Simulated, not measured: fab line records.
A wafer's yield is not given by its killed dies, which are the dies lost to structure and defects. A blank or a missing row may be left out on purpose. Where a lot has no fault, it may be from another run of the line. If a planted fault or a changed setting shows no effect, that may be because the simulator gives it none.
A lot that was struck, set against a sound lot    flow gf180mcu    14 steps out of a route of 602
Sound: these wafers, L917.2, L917.4, L917.5. Wafers struck: L914.2, L914.3, L914.4. Last of all comes the cause.
At each step with rows: each side's tool, then ch and its chambers, then its first start. Under that, the readings that differ: sound wafers    struck wafers    difference of the means    sigmas: that difference in standard deviations of wafers without a fault.
alike: readings whose means differ by less than 2 such deviations, and words and numbers that are the same on both sides. not compared: withheld readings, readings that some wafer has no value for, bounds like >300 that may hide the same value, and numbers for which the record gives no deviation and whose values overlap.
The two part at a step that has a row with sigmas, a row that says differs or no value, or rows on one side only. When numbers do not overlap yet have no deviation, they are printed without sigmas and do not part them. A reading that every wafer of one side lacks parts them only if that side has two wafers or more.

first, 1 step without rows for these wafers: GF_MVPSD_DEVELOP_06 (develop time 60 s).
GF_MVPSD_OVL_MEAS_07:
  sound on overlay-01, day 8 06:02; struck on overlay-02, day 7 13:34
  alike: MVPSD_OVL
then, 2 steps without rows for these wafers: GF_MVPSD_IMPLANT_08; GF_MVPSD_IMPLANT_09.
GF_MVPSD_STRIP_10: strips in O2/N2.
  sound on plasma asher-04 ch 0,1, day 8 06:22; struck on plasma asher-04 ch 0,1, day 7 13:53
  alike: drypump motor current A, heater power w, o2 flow sccm, oes product au, strip time to endpoint s
  not compared: rf hours counter h
GF_MVPSD_TW_MEAS_11:
  sound on film metro-03, day 8 06:28; struck on film metro-03, day 7 14:00
  alike: MVPSD_TW
then, 6 steps without rows for these wafers: GF_VT_IMPLANT_DEHYDRATE_00 (time 60 s); GF_VT_IMPLANT_HMDS_01 (prime time 60 s); GF_VT_IMPLANT_COAT_02 (resist thk 1000 nm); GF_VT_IMPLANT_SOFTBAKE_03 (time 60 s); GF_VT_IMPLANT_EXPOSE_04 (exposes mask LVPWELL LV AREA, target cd 600 nm); GF_VT_IMPLANT_PEB_05.
GF_VT_IMPLANT_DEVELOP_06: develop time 60 s.
  struck on litho track-02, day 8 05:32; sound on litho track-01 ch 0, day 8 22:35
  no value came back on the struck wafers for chill plate temp C (C), develop time s (s), developer temp C (C); on the sound wafers chill plate temp C (C) reads 22.88 23.00 22.84
GF_VT_IMPLANT_OVL_MEAS_07:
  sound on overlay-02, day 8 22:43; struck on overlay-01, day 8 05:40
reading              sound        struck  difference                     sigmas
VT_IMPLANT_OVL (nm)  2.4 1.7 4.3  - - -   no value on the struck wafers  

== WHERE THEY PART ==
At GF_VT_IMPLANT_DEVELOP_06 first; at GF_VT_IMPLANT_OVL_MEAS_07 last (within this record only).

WHY: the cause the simulator had injected
Skipped step whole: litho track-02, from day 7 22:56 on, at GF_VT_IMPLANT_DEVELOP_06. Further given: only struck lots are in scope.
